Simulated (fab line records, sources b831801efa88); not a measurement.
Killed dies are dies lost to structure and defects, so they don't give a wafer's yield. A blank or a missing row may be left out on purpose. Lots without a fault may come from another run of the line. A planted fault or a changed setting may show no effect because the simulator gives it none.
One fault seen from 2 desks | flow gf180mcu | each desk has only its own numbers; what lay behind them comes last

THE METROLOGY DESK
What the gauges read, lot by lot, whatever tool the lot ran on: means of the sampled wafers that have a number. A lot is out of limits, marked OUT, if its mean lies more than 4 standard deviations from the usual mean; the brackets give that distance.
Columns: A = NSD_RS at GF_PSD_RS_MEAS_14, usual 46.13 ohm/sq; B = PSD_RS at GF_PSD_RS_MEAS_15, usual 108.5 ohm/sq; C = CONTACT_BOW at GF_CONTACT_BOW_MEAS_05, usual 64 um; D = CONTACT_W_THK at GF_CONTACT_THK_MEAS_26, usual 303 nm; E = M1_OVL at GF_M1_OVL_MEAS_15, usual -1 nm
lot  | first seen here | A               | B              | C  | D   | E
L206 | day 13 23:01    | 46.06           | 108.6          | 68 | 305 | -6
L207 | day 14 10:34    | 46.16           | 109.0          | 60 | 302 | -6
L209 | day 14 23:08    | 40.22 (-64) OUT | 91.7 (-52) OUT | 66 | 309 | 6
L210 | day 15 10:17    | 40.21 (-64) OUT | 91.6 (-53) OUT | 67 | 296 | -7
L211 | day 15 20:07    | 40.17 (-65) OUT | 91.5 (-53) OUT | 59 | 303 | 3
L217 | day 18 04:42    | 46.21           | 108.2          | 62 | 304 | 3
L218 | day 18 07:59    | 46.14           | 108.5          | 65 | 299 | -2
L219 | day 18 21:47    | 46.22           | 108.6          | 64 | 309 | -2
L221 | day 19 19:26    | 46.15           | 108.5          | 65 | 298 | 3
L224 | day 21 04:37    | 46.10           | 108.8          | 61 | 307 | -1
L225 | day 21 07:44    | 46.03           | 108.3          | 70 | 303 | -0
L226 | day 21 12:56    | 46.11           | 108.6          | 68 | 314 | -7
L228 | day 22 02:21    | 46.32           | 109.2          | 64 | 298 | 1
This desk's finding: out of limits on L209, L210, L211; first on L209, day 14 23:08 (NSD_RS at GF_PSD_RS_MEAS_14). In limits: L206, L207, L217, L218, L219, L221, L224, L225, L226, L228.

THE TOOL OWNER'S DESK: rtp_anneal-01
The tool's own readings at GF_PSD_RTA_13 (time 20 s): means of the sampled wafers that have a number, for each lot that ran on this tool. A lot is out of limits, marked OUT, if its mean lies more than 4 standard deviations from the usual mean; the brackets give that distance.
Columns: A = chamber_o2_ppm at GF_PSD_RTA_13, usual 1.999; B = lamp_power_pct at GF_PSD_RTA_13, usual 31.3 %; C = wafer_temp_C_max at GF_PSD_RTA_13, usual 1029.1
lot  | first seen here | A     | B    | C
L206 | day 13 22:56    | 1.994 | 34.2 | 1029.6
L207 | day 14 10:28    | 2.027 | 34.2 | 1029.0
L209 | day 14 23:04    | 2.006 | 38.0 | 1069.7 (+47) OUT
L210 | day 15 10:11    | 1.977 | 38.0 | 1069.9 (+47) OUT
L211 | day 15 20:01    | 1.989 | 38.0 | 1070.0 (+47) OUT
L218 | day 18 07:54    | 1.976 | 34.2 | 1028.8
L219 | day 18 21:41    | 1.982 | 34.2 | 1028.6
L221 | day 19 19:22    | 1.976 | 34.1 | 1028.6
L226 | day 21 12:51    | 1.995 | 34.2 | 1029.8
This desk's finding: out of limits on L209, L210, L211; first on L209, day 14 23:04 (wafer_temp_C_max at GF_PSD_RTA_13). In limits: L206, L207, L218, L219, L221, L226.

PUT TOGETHER
The tool owner's desk could have raised an alarm at day 14 23:04, on L209, L210, L211.
The metrology desk could have raised an alarm at day 14 23:08, on L209, L210, L211.
Of the lots named, all ran GF_PSD_RTA_13 on rtp_anneal-01.

WHAT THE SIMULATOR HAD PUT IN
Process parameter drift: rtp_anneal-01, from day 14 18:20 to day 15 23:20, at GF_PSD_RTA_13. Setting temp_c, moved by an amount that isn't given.
Lots struck among those shown: L209, L210, L211.
Hours from the fault's start to each desk's first reading out of limits: the tool owner's desk, 5; the metrology desk, 5.
